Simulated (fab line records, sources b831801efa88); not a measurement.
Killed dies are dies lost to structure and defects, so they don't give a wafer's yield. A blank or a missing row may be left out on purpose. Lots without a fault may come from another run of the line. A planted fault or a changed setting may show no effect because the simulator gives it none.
fab line records | flow sky130
record lots=5 wafers=15 last_day=50
route steps=708 shown VIA4@651 METAL5@661 PAD_OPEN@708
lots that met no fault: from a run of the same line without faults
start_h: hours from the record's first day to the start of the lot's first wafer shown | wait_h: hours since the lot's step before | " the same as in the row above | L1.1+2: a row that stands for several wafers | - no value, or no start given | * or withheld: withheld | < > ~ a bound
route shown NAME@n: a module of which the file shows steps, and the number in the route of the first | usual: mean/standard deviation of fault-free wafers | same: alike in all rows | chamber/n: place in a boat | sites: the reading at each site | _std_site: their standard deviation | _edge_site: outer sites' mean less inner sites' | radius_mm: how far each site lies from the wafer's centre | mask NAME#n: copy n | behind: the tool/chamber that last shaped the wafer | hold: why the lot was held/for how many hours/how that ended | device: the transistor (n, p or np) that didn't switch | end of line: the same wafers' tests at the end of the route | a step without rows: its recipe alone | killed: dies lost to structure and defects at the first sort, not the wafer's yield | map: a wafer's dies, x killed, . not, _ none there
set.NAME: the setting as run; set.NAME@STEP: as run at that earlier step | model.NAME: the simulator's own value behind a step, which no gauge read
lots at some steps of the route; a table a step, a row a wafer
services: from which hour (start_h, from the record's first day; less than 0 if before it) a tool's chamber was out of use, for how many hours, and why
## steps
# step SKY_VIA4_ETCH_12
# recipe target=SiO2 chemistry=C4F8/O2/Ar stop_on=TiN mask_material=NOVOLAK source_w=1500 bias_w=1200 pressure_mtorr=40 c4f8_flow_sccm=withheld O2_flow_sccm=6 Ar_flow_sccm=300 time_s=withheld target_depth_a=5800
# step SKY_VIA4_STRIP_13
# recipe chemistry=O2/N2 power_w=1400 pressure_mtorr=1500 platen_temp_c=withheld o2_flow_sccm=3000 n2_flow_sccm=300 overash_fraction=0.5
# usual drypump_motor_current_A=5.58/0.27 oes_product_au=0.709/0.0041 strip_time_to_endpoint_s=12.809/0.028
# columns lot.wafer tool chamber start_h wait_h drypump_motor_current_A oes_product_au rf_hours_counter_h strip_time_to_endpoint_s
L432.1 plasma_asher-03 1 984.75 - 5.77 0.712 83 12.796
L432.3 " 1 " " 5.76 0.721 - 12.802
L432.5 " 1 " " 5.75 0.709 - 12.776
L440.3 plasma_asher-02 1 1050.33 - 5.08 0.710 - 12.793
L440.4 " 0 " " 5.57 0.709 - 12.839
L440.6 " 0 " " 5.57 0.708 - 12.815
L444.3 plasma_asher-02 0 1074.18 - 5.57 0.703 - 12.810
L444.4 " 1 " " 5.08 0.709 - 12.832
L444.6 " 0 " " 5.58 0.705 - 12.802
L454.2 plasma_asher-03 0 1129.55 - 5.88 0.708 97 12.807
L454.3 " 1 " " 5.74 0.712 - 12.790
L454.5 " 1 " " 5.75 0.708 - 12.855
L455.1 plasma_asher-02 1 1142.70 - 5.11 0.706 71 12.767
L455.3 " 1 " " 5.11 0.705 - 12.822
L455.4 " 0 " " 5.54 0.710 - 12.824
# step SKY_VIA4_STRIP_14
# recipe chemistry=post_etch_residue_remover time_s=1200 temp_c=72.5
# step SKY_VIA4_CLEAN_15
# recipe chemistry=IPA time_s=180 temp_c=25
# step SKY_VIA4_CLEAN_16
# recipe chemistry=O3/DIW dry=n2_spin
# step SKY_VIA4_SPUTTER_17
# recipe material=TiN target_thk_nm=20 chamber_pressure_pa=5 power_w=4000 time_s=80
# step SKY_VIA4_CVD_18
# recipe material=W target_thk_nm=505 time_s=152.14 temp_c=400 pressure_torr=40
# usual heater_power_w=811/37
# columns lot.wafer tool chamber start_h wait_h heater_power_w
L432.1 cvd_w-01 0 985.45 0.0 753
L432.3 " 1 " " 840
L432.5 " 1 " " 827
L440.3 cvd_w-01 1 1051.00 0.1 817
L440.4 " 0 " " 726
L440.6 " 1 " " 834
L444.3 cvd_w-01 1 1075.01 0.1 851
L444.4 " 0 " " 747
L444.6 " 1 " " 828
L454.2 cvd_w-01 1 1130.26 0.0 833
L454.3 " 0 " " 762
L454.5 " 1 " " 836
L455.1 cvd_w-01 0 1143.35 0.0 749
L455.3 " 1 " " 842
L455.4 " 0 " " 741
# step SKY_VIA4_RS_MEAS_19
# recipe thk_meas_gauge=four-point-probe reads=W_of_VIA4_CVD_18+TiN_of_VIA4_SPUTTER_17
# usual VIA4_W_RS=0.2283/0.0025
# columns lot.wafer tool chamber start_h wait_h VIA4_W_RS[ohm/sq]
L432.1 film_metro-01 - 985.60 0.1 0.2302
L432.3 " - " " 0.2292
L432.5 " - " " 0.2252
L440.3 film_metro-04 - 1051.14 0.1 0.2274
L440.4 " - " " 0.2262
L440.6 " - " " 0.2304
L444.3 film_metro-01 - 1075.15 0.1 0.2279
L444.4 " - " " 0.2276
L444.6 " - " " 0.2270
L454.2 film_metro-04 - 1130.44 0.1 0.2316
L454.3 " - " " 0.2275
L454.5 " - " " 0.2300
L455.1 film_metro-01 - 1143.50 0.1 0.2247
L455.3 " - " " 0.2268
L455.4 " - " " 0.2264
# step SKY_VIA4_THK_MEAS_20
# recipe thk_meas_gauge=xrf reads=W_of_VIA4_CVD_18
# usual VIA4_W_THK=510/6.6
# columns lot.wafer tool chamber start_h wait_h VIA4_W_THK[nm]
L432.1 film_metro-01 - 985.72 0.1 505
L432.3 " - " " 506
L432.5 " - " " 512
L440.3 film_metro-04 - 1051.24 0.1 514
L440.4 " - " " 519
L440.6 " - " " 507
L444.3 film_metro-01 - 1075.25 0.1 507
L444.4 " - " " 508
L444.6 " - " " 513
L454.2 film_metro-04 - 1130.55 0.1 506
L454.3 " - " " 513
L454.5 " - " " 507
L455.1 film_metro-01 - 1143.62 0.1 515
L455.3 " - " " 508
L455.4 " - " " 512
# step SKY_VIA4_CMP_21
# recipe stop_on=SiO2 t_overpolish_s=25 down_force_psi=3.5 platen_rpm=60 target_thk_nm=0 pad_velocity_m_s=0.94248
# usual motor_current_A=11.2/0.97 overpolish_run_s=24.999/0.0091 platen_rpm=60.00/0.04 slurry_filter_dp_kPa=13.50/0.14 slurry_flow_ml_min=150.0/0.42 time_to_endpoint_s=122/4.4
# columns lot.wafer tool chamber start_h wait_h motor_current_A overpolish_run_s platen_rpm slurry_filter_dp_kPa slurry_flow_ml_min time_to_endpoint_s
L432.3 cmp-01 3 985.78 0.0 10.0 24.999 59.99 13.59 149.5 116
L432.1 " 2 " " 12.4 24.994 59.96 13.54 149.4 120
L432.5 " 0 " " 11.1 24.993 60.01 13.59 149.7 129
L440.4 cmp-02 0 1051.33 0.1 10.3 24.995 60.03 13.29 149.8 121
L440.3 " 1 " " 11.9 24.996 60.00 13.48 150.3 124
L440.6 " 3 " " 11.2 24.993 59.91 13.22 150.6 121
L444.3 cmp-02 0 1076.47 1.2 10.0 25.000 59.99 13.34 150.4 116
L444.4 " 1 " " 11.6 24.995 59.96 13.61 149.2 125
L444.6 " 0 " " 10.3 24.993 60.04 13.37 149.7 114
L454.2 cmp-02 0 1130.65 0.1 9.9 24.999 60.02 13.68 150.3 113
L454.3 " 2 " " 10.4 25.002 59.99 13.48 149.6 123
L454.5 " 0 " " 9.7 24.991 60.05 13.35 150.0 114
L455.3 cmp-01 0 1143.68 0.0 10.7 24.980 59.98 13.38 150.2 130
L455.4 " 2 " " 11.8 25.009 59.96 13.53 150.6 122
L455.1 " 3 " " 10.3 24.989 59.95 13.43 149.9 123
# step SKY_METAL5_SPUTTER_00
# recipe material=Ti target_thk_nm=15 power_w=3000 time_s=10 chamber_pressure_pa=0.4
# step SKY_METAL5_SPUTTER_01
# recipe material=TiN target_thk_nm=20 power_w=6500 time_s=16.7 chamber_pressure_pa=0.4
# usual cathode_dc_power_W=6499.8/1.1 chamber_pressure_pa=0.3999/0.00081 throttle_valve_pct=30.7/1.3
# columns lot.wafer tool chamber start_h wait_h cathode_dc_power_W chamber_pressure_pa throttle_valve_pct
L432.1 pvd_sputter-01 - 986.10 0.0 6499.4 0.4003 30.6
L432.3 " - " " 6499.8 0.3994 30.7
L432.5 " - " " 6499.0 0.4000 30.5
L440.3 pvd_sputter-03 - 1051.60 0.0 6497.4 0.4002 30.6
L440.4 " - " " 6497.7 0.3988 32.5
L440.6 " - " " 6500.5 0.3979 29.5
L444.3 pvd_sputter-01 - 1076.80 0.0 6499.8 0.4002 32.8
L444.4 " - " " 6500.2 0.3995 30.4
L444.6 " - " " 6499.5 0.4007 32.8
L454.2 pvd_sputter-03 - 1130.92 0.0 6500.8 0.3979 29.8
L454.3 " - " " 6498.5 0.4002 32.9
L454.5 " - " " 6500.5 0.4001 32.7
L455.1 pvd_sputter-04 - 1144.00 0.0 6500.1 0.3996 28.9
L455.3 " - " " 6502.4 0.4016 30.0
L455.4 " - " " 6500.4 0.3983 30.3
# step SKY_METAL5_SPUTTER_02
# recipe material=AlCu target_thk_nm=1150 power_w=10600 time_s=61.2 chamber_pressure_pa=0.4
# usual cathode_dc_power_W=10600/1.9 chamber_pressure_pa=0.4000/0.00083 throttle_valve_pct=30.7/1.3
# columns lot.wafer tool chamber start_h wait_h cathode_dc_power_W chamber_pressure_pa throttle_valve_pct model.AlCu_of_METAL5_SPUTTER_02.thk_nm
L432.1 pvd_sputter-01 - 986.13 0.0 10600 0.3997 30.2 1162
L432.3 " - " " 10599 0.4022 30.4 1172
L432.5 " - " " 10599 0.3994 30.6 1162
L440.3 pvd_sputter-03 - 1051.63 0.0 10598 0.3990 30.5 1144
L440.4 " - " " 10601 0.3996 32.3 1123
L440.6 " - " " 10600 0.4012 29.4 1138
L444.3 pvd_sputter-01 - 1076.82 0.0 10598 0.4008 32.9 1153
L444.4 " - " " 10602 0.4415 29.0 1104
L444.6 " - " " 10599 0.4014 32.6 1145
L454.2 pvd_sputter-03 - 1130.94 0.0 10601 0.3993 29.4 1142
L454.3 " - " " 10601 0.4003 32.8 1132
L454.5 " - " " 10602 0.3997 32.9 1128
L455.1 pvd_sputter-04 - 1144.03 0.0 10600 0.4014 28.7 1151
L455.3 " - " " 10597 0.3987 29.9 1147
L455.4 " - " " 10599 0.4001 30.6 1146
# step SKY_METAL5_SPUTTER_03
# recipe material=Ti target_thk_nm=5 power_w=3000 time_s=3.3 chamber_pressure_pa=0.4
# usual cathode_dc_power_W=3000.0/0.56 chamber_pressure_pa=0.4000/0.00086 throttle_valve_pct=30.7/1.3
# columns lot.wafer tool chamber start_h wait_h cathode_dc_power_W chamber_pressure_pa throttle_valve_pct
L432.1 pvd_sputter-01 - 986.18 0.0 2999.0 0.4004 30.5
L432.3 " - " " 2999.3 0.3988 30.4
L432.5 " - " " 2998.8 0.4002 30.3
L440.3 pvd_sputter-03 - 1051.68 0.0 3000.2 0.3993 30.7
L440.4 " - " " 3000.3 0.3993 32.2
L440.6 " - " " 3000.4 0.3995 29.3
L444.3 pvd_sputter-01 - 1076.87 0.0 2999.7 0.4012 33.0
L444.4 " - " " 3000.8 0.3985 30.3
L444.6 " - " " 2999.5 0.4009 32.8
L454.2 pvd_sputter-03 - 1131.00 0.0 3000.9 0.3990 29.3
L454.3 " - " " 2999.9 0.4022 32.7
L454.5 " - " " 2999.5 0.4012 32.6
L455.1 pvd_sputter-04 - 1144.08 0.0 3000.2 0.3996 29.0
L455.3 " - " " 2999.6 0.3996 30.0
L455.4 " - " " 3000.8 0.3998 30.8
# step SKY_METAL5_SPUTTER_04
# recipe material=TiN target_thk_nm=70 power_w=6500 time_s=58.3 chamber_pressure_pa=0.4
# step SKY_METAL5_RS_MEAS_05
# recipe thk_meas_gauge=four-point-probe reads=TiN_of_METAL5_SPUTTER_04+Ti_of_METAL5_SPUTTER_03+AlCu_of_METAL5_SPUTTER_02+TiN_of_METAL5_SPUTTER_01+Ti_of_METAL5_SPUTTER_00
# usual METAL5_ALCU_RS=0.0272/0.00034
# columns lot.wafer tool chamber start_h wait_h METAL5_ALCU_RS[ohm/sq]
L432.1 film_metro-03 - 986.25 0.0 0.0268
L432.3 " - " " 0.0266
L432.5 " - " " 0.0268
L440.3 film_metro-03 - 1051.79 0.1 0.0272
L440.4 " - " " 0.0277
L440.6 " - " " 0.0274
L444.3 film_metro-03 - 1076.98 0.1 0.0270
L444.4 " - " " 0.0284
L444.6 " - " " 0.0272
L454.2 film_metro-02 - 1131.08 0.0 0.0273
L454.3 " - " " 0.0275
L454.5 " - " " 0.0276
L455.1 film_metro-01 - 1144.15 0.0 0.0270
L455.3 " - " " 0.0271
L455.4 " - " " 0.0272
# step SKY_METAL5_THK_MEAS_06
# recipe thk_meas_gauge=xrf reads=AlCu_of_METAL5_SPUTTER_02
# usual METAL5_ALCU_THK=1133/16
# columns lot.wafer tool chamber start_h wait_h METAL5_ALCU_THK[nm]
L432.1 film_metro-03 - 986.37 0.1 1147
L432.3 " - " " 1158
L432.5 " - " " 1143
L440.3 film_metro-03 - 1051.89 0.1 1127
L440.4 " - " " 1105
L440.6 " - " " 1122
L444.3 film_metro-03 - 1077.08 0.1 1142
L444.4 " - " " 1092
L444.6 " - " " 1133
L454.2 film_metro-02 - 1131.19 0.1 1125
L454.3 " - " " 1121
L454.5 " - " " 1111
L455.1 film_metro-01 - 1144.27 0.1 1139
L455.3 " - " " 1132
L455.4 " - " " 1132
# step SKY_METAL5_DEHYDRATE_07
# recipe temp_c=200 time_s=60
# step SKY_METAL5_HMDS_08
# recipe prime_time_s=60 prime_temp_c=120
# step SKY_METAL5_COAT_09
# recipe resist=NOVOLAK spin_rpm=3000 resist_thk_nm=1800
# step SKY_METAL5_SOFTBAKE_10
# recipe temp_c=90 time_s=60 resist=NOVOLAK
# step SKY_METAL5_EXPOSE_11
# recipe mask_id=MM5 na=0.6 source_shape=conventional sigma_outer=0.6 polarization=unpolarized target_cd_nm=1600 dose_mj=190
# step SKY_METAL5_PEB_12
# recipe temp_c=withheld time_s=* resist=NOVOLAK
# step SKY_METAL5_DEVELOP_13
# recipe resist=NOVOLAK developer=TMAH develop_time_s=60 dev_temp_c=23
# step SKY_METAL5_DESCUM_14
# recipe chemistry=O2 source_power_w=150 bias_power_w=0 pressure_mtorr=10 temp_c=40 time_s=11
# step SKY_METAL5_METAL_ETCH_15
# recipe target_depth_a=12600 stop_on=SiO2 over_etch_frac=0.2 time_s=252 chemistry=Cl2/BCl3 resist_sidewall_deg=86 pressure_mtorr=10 icp_w=900 bias_w=48.5 Cl2_flow_sccm=60 bcl3_flow_sccm=30
# usual bcl3_flow_sccm=30.01/0.086 drypump_motor_current_A=5.9/0.42 oes_product_au=0.894/0.0054 throttle_valve_pct=22.263/0.0089
# same over_etch_frac=0.2
# columns lot.wafer tool chamber start_h wait_h bcl3_flow_sccm drypump_motor_current_A oes_product_au rf_hours_counter_h throttle_valve_pct model.etch.depth_nm model.METAL5.feature_depth_nm
L432.1 rie_metal-02 1 1009.38 0.0 30.00 5.7 0.891 17 22.268 1257 1257
L432.3 " 0 " " 29.93 6.8 0.897 - 22.248 1267 1267
L432.5 " 0 " " 29.96 6.8 0.903 - 22.269 1258 1258
L440.3 rie_metal-01 1 1072.51 0.1 30.27 5.7 0.896 - 22.266 1253 1253
L440.4 " 0 " " 29.99 5.6 0.895 - 22.264 1254 1254
L440.6 " 1 " " 30.01 5.7 0.896 - 22.255 1268 1268
L444.3 rie_metal-01 1 1097.25 0.1 30.06 5.7 0.895 - 22.267 1262 1262
L444.4 " 0 " " 30.27 5.6 0.881 - 22.272 1233 1233
L444.6 " 0 " " 30.11 5.7 0.886 - 22.261 1254 1254
L454.2 rie_metal-03 0 1148.58 0.0 29.97 6.1 0.891 19 22.263 1252 1252
L454.3 " 0 " " 30.19 6.0 0.892 - 22.260 1262 1262
L454.5 " 0 " " 29.91 6.0 0.898 - 22.253 1259 1259
L455.1 rie_metal-02 0 1161.53 0.0 29.85 6.8 0.901 28 22.258 1262 1262
L455.3 " 0 " " 29.98 6.8 0.890 - 22.270 1258 1258
L455.4 " 1 " " 29.94 5.7 0.900 - 22.247 1256 1256
# step SKY_METAL5_STRIP_16
# recipe chemistry=O2/N2 power_w=1400 pressure_mtorr=1500 platen_temp_c=withheld o2_flow_sccm=3000 n2_flow_sccm=300 overash_fraction=0.5
# step SKY_PAD_OPEN_PROBE_99
# usual defect_limited_yield=82.6/1.8 killed_at_M0_to_M3=44/6.5 killed_at_M4_up=3.3/1.9 killed_at_contacts=23/4.7 killed_at_front_end=15/4.5 killed_at_other=0.2/0.52 killed_dies=86/8.9 killed_open=47/6.8 killed_short=39/6.1 sort_bin_3_pad_short=0.8/0.44 sort_bin_5_function=10.3/1.4 sort_bin_6_memory=6.3/1.1 sort_n_pass=406/8.9 sort_yield_pct=82.6/1.8
# same gross_dies=492 killed_at_back_side=0 sort_bin_4_leakage[%]=0 sort_bin_8_speed[%]=0
# columns lot.wafer tool chamber start_h wait_h defect_limited_yield[%] killed_at_M0_to_M3 killed_at_M4_up killed_at_contacts killed_at_front_end killed_at_other killed_dies killed_open killed_short sort_bin_3_pad_short[%] sort_bin_5_function[%] sort_bin_6_memory[%] sort_n_pass sort_yield_pct[%] model.etest.met5.rs_ohm_sq model.etest.met5.line_ohm_um
L432.1 prober-01 - 1057.63 0.1 80.7 52 5 14 24 0 95 45 50 0.6 12.2 6.5 397 80.7 0.0271 0.01682
L432.3 prober-01 - 1057.73 0.2 82.3 50 1 25 10 1 87 38 49 0.8 12.6 4.3 405 82.3 0.02646 0.01663
L432.5 prober-01 - 1057.83 0.2 79.7 51 6 20 23 0 100 43 57 0.8 11.8 7.7 392 79.7 0.02688 0.0168
L440.3 prober-01 - 1114.66 0.2 84.6 42 3 22 9 0 76 42 34 1.8 8.9 4.7 416 84.6 0.02759 0.01726
L440.4 prober-01 - 1114.71 0.2 85.6 42 3 16 9 1 71 39 32 0.4 7.7 6.3 421 85.6 0.0277 0.01739
L440.6 prober-01 - 1114.81 0.2 83.7 39 3 20 18 0 80 53 27 0.6 8.1 7.5 412 83.7 0.02779 0.0174
L444.3 prober-01 - 1138.86 0.2 79.7 51 3 29 17 0 100 48 52 1.6 9.6 9.1 392 79.7 0.02706 0.0169
L444.4 prober-01 - 1138.91 0.2 82.9 32 3 29 20 0 84 49 35 0.2 11.8 5.1 408 82.9 0.02824 0.01769
L444.6 prober-01 - 1139.01 0.2 83.7 39 4 24 13 0 80 43 37 0.6 10.8 4.9 412 83.7 0.02738 0.0171
L454.2 prober-02 - 1185.76 0.1 81.5 55 4 20 12 0 91 49 42 0.6 9.8 8.1 401 81.5 0.02738 0.0171
L454.3 prober-02 - 1185.81 0.2 81.5 49 2 21 18 1 91 47 44 0.6 10.6 7.3 401 81.5 0.02752 0.01719
L454.5 prober-02 - 1185.91 0.2 82.7 41 4 23 17 0 85 43 42 0.2 11.2 5.9 407 82.7 0.02774 0.01736
L455.1 prober-01 - 1197.46 0.1 83.9 36 8 18 17 0 79 36 43 0.8 8.3 6.9 413 83.9 0.02699 0.01699
L455.3 prober-01 - 1197.56 0.2 82.5 46 4 25 11 0 86 41 45 0.2 11.2 6.1 406 82.5 0.02711 0.01706
L455.4 prober-01 - 1197.61 0.2 83.5 47 1 24 9 0 81 45 36 0.2 9.6 6.7 411 83.5 0.0274 0.01713
# killed by level:class
L432.1 VIA1:geometric_particle:open=15 VIA1:geometric_particle:short=10 METAL2:geometric_particle:short=6 POLY_GATE:geometric_particle:short=5 POLY_GATE:geometric_particle:open=5 VIA3:geometric_particle:open=5 LOCAL_INTERCONNECT:geometric_particle:short=5 VIA2:geometric_particle:open=5
L432.3 VIA1:geometric_particle:open=10 LI_CONTACT:geometric_particle:open=8 VIA1:geometric_particle:short=8 VIA2:geometric_particle:short=6 VIA2:geometric_particle:open=6 VIA3:geometric_particle:short=5 LOCAL_INTERCONNECT:geometric_particle:short=5 CONTACT:geometric_particle:short=5
L432.5 FIELD_ISO:geometric_particle:short=10 VIA1:geometric_particle:short=10 VIA1:geometric_particle:open=10 VIA3:geometric_particle:open=8 METAL1:geometric_particle:short=7 CONTACT:geometric_particle:open=7 FIELD_ISO:geometric_particle:open=6 METAL4:geometric_particle:short=6
L440.3 VIA1:geometric_particle:open=10 VIA3:geometric_particle:open=8 CONTACT:geometric_particle:open=7 VIA3:geometric_particle:short=7 LOCAL_INTERCONNECT:geometric_particle:short=5 LI_CONTACT:geometric_particle:open=4 METAL1:geometric_particle:short=4 VIA2:geometric_particle:open=4
L440.4 VIA3:geometric_particle:open=10 CONTACT:geometric_particle:open=7 METAL2:geometric_particle:short=7 VIA2:geometric_particle:open=7 LOCAL_INTERCONNECT:geometric_particle:short=4 FIELD_ISO:geometric_particle:short=3 LI_CONTACT:geometric_particle:open=3 METAL1:geometric_particle:short=3
L440.6 VIA2:geometric_particle:open=9 VIA1:geometric_particle:open=8 POLY_GATE:geometric_particle:short=7 LI_CONTACT:geometric_particle:open=7 VIA3:geometric_particle:open=7 FIELD_ISO:geometric_particle:open=5 LOCAL_INTERCONNECT:geometric_particle:short=5 CONTACT:geometric_particle:open=5
L444.3 VIA1:geometric_particle:open=14 METAL1:geometric_particle:short=11 POLY_GATE:geometric_particle:open=7 LOCAL_INTERCONNECT:geometric_particle:short=7 LI_CONTACT:geometric_particle:open=6 LI_CONTACT:geometric_particle:short=6 VIA3:geometric_particle:open=6 CONTACT:geometric_particle:open=5
L444.4 CONTACT:geometric_particle:open=15 VIA1:geometric_particle:open=10 LI_CONTACT:geometric_particle:open=6 METAL2:geometric_particle:short=6 CONTACT:geometric_particle:short=5 VIA3:geometric_particle:open=5 FIELD_ISO:geometric_particle:short=4 POLY_GATE:geometric_particle:open=4
L444.6 VIA1:geometric_particle:open=9 CONTACT:geometric_particle:open=7 METAL1:geometric_particle:short=7 LI_CONTACT:geometric_particle:open=6 METAL2:geometric_particle:short=6 LI_CONTACT:geometric_particle:short=5 VIA2:geometric_particle:open=5 VIA3:geometric_particle:open=5
L454.2 VIA1:geometric_particle:open=12 METAL1:geometric_particle:short=10 VIA2:geometric_particle:open=8 CONTACT:geometric_particle:open=7 VIA1:geometric_particle:short=6 LI_CONTACT:geometric_particle:open=5 CONTACT:geometric_particle:short=5 VIA3:geometric_particle:open=5
L454.3 METAL1:geometric_particle:short=10 LI_CONTACT:geometric_particle:open=8 VIA1:geometric_particle:open=7 CONTACT:geometric_particle:open=7 VIA2:geometric_particle:open=6 VIA1:geometric_particle:short=6 POLY_GATE:geometric_particle:open=5 VIA3:geometric_particle:open=5
L454.5 VIA3:geometric_particle:open=9 CONTACT:geometric_particle:open=7 METAL2:geometric_particle:short=7 VIA2:geometric_particle:open=7 LOCAL_INTERCONNECT:geometric_particle:short=6 VIA1:geometric_particle:open=5 CONTACT:geometric_particle:short=5 POLY_GATE:geometric_particle:open=4
L455.1 CONTACT:geometric_particle:open=7 METAL1:geometric_particle:short=7 VIA2:geometric_particle:open=6 VIA2:geometric_particle:short=5 METAL4:geometric_particle:short=5 POLY_GATE:geometric_particle:short=4 LOCAL_INTERCONNECT:geometric_particle:short=4 VIA1:geometric_particle:open=4
L455.3 VIA1:geometric_particle:open=11 CONTACT:geometric_particle:open=8 LI_CONTACT:geometric_particle:open=6 METAL2:geometric_particle:short=6 VIA2:geometric_particle:open=6 METAL1:geometric_particle:short=5 VIA3:geometric_particle:open=5 SPACER:geometric_particle:short=4
L455.4 CONTACT:geometric_particle:open=9 VIA1:geometric_particle:open=9 VIA3:geometric_particle:open=7 VIA2:geometric_particle:open=6 LI_CONTACT:geometric_particle:open=5 METAL1:geometric_particle:short=5 METAL2:geometric_particle:short=5 LI_CONTACT:geometric_particle:short=4
## services
# columns tool chamber start_h hours kind
cvd_w-01 - 990.49 45.2 repair
cmp-02 - 1008.26 5.1 pm
cmp-02 - 1023.48 5.5 repair
plasma_asher-02 - 1043.21 0.8 repair
rie_metal-01 1 1048.37 3.6 repair
rie_metal-03 - 1052.25 0.3 repair
cmp-01 - 1073.52 3.4 pm
pvd_sputter-01 - 1080.86 4.2 repair
pvd_sputter-03 - 1081.23 49.6 repair
cmp-01 - 1084.03 4.0 pm
rie_metal-02 0 1085.63 14.8 repair
rie_metal-03 - 1086.03 0.8 repair
cmp-02 - 1097.44 2.2 repair
cmp-01 - 1104.35 0.3 repair
cvd_w-01 0 1105.86 2.9 repair
cvd_w-01 0 1114.06 15.0 repair
pvd_sputter-04 - 1121.02 5.3 repair
pvd_sputter-03 - 1123.80 3.4 repair
cmp-01 - 1134.86 4.5 pm
pvd_sputter-03 - 1144.88 1.8 repair
plasma_asher-03 - 1155.33 1.2 repair
rie_metal-01 0 1156.85 3.0 repair
pvd_sputter-01 - 1158.05 2.3 repair
pvd_sputter-04 - 1160.05 3.7 repair
## key
first_sign step=SKY_METAL5_SPUTTER_02 reading=chamber_pressure_pa direction=up sigmas=50 usual=0.4000 struck=0.4415
effect step=SKY_METAL5_RS_MEAS_05 reading=METAL5_ALCU_RS direction=up sigmas=3.7 usual=0.0272 struck=0.0284
model_effect step=SKY_METAL5_SPUTTER_02 value=AlCu_of_METAL5_SPUTTER_02.thk_nm without=1127 struck=1104
model_effect step=SKY_METAL5_METAL_ETCH_15 value=etch.depth_nm without=1256 struck=1233
model_effect step=SKY_PAD_OPEN_PROBE_99 value=etest.met5.rs_ohm_sq without=0.02764 struck=0.02824
met_at SKY_METAL5_SPUTTER_02
struck_wafers L444.4
fault kind=process_parameter_drift tool=pvd_sputter-01 chamber=- onset_h=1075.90 steps=SKY_METAL5_SPUTTER_02 channel=chamber_pressure_pa offset=0.040269 shape=step end_h=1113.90 acts_in=these_recipes_only stated=0.4 scope=struck_wafers_only
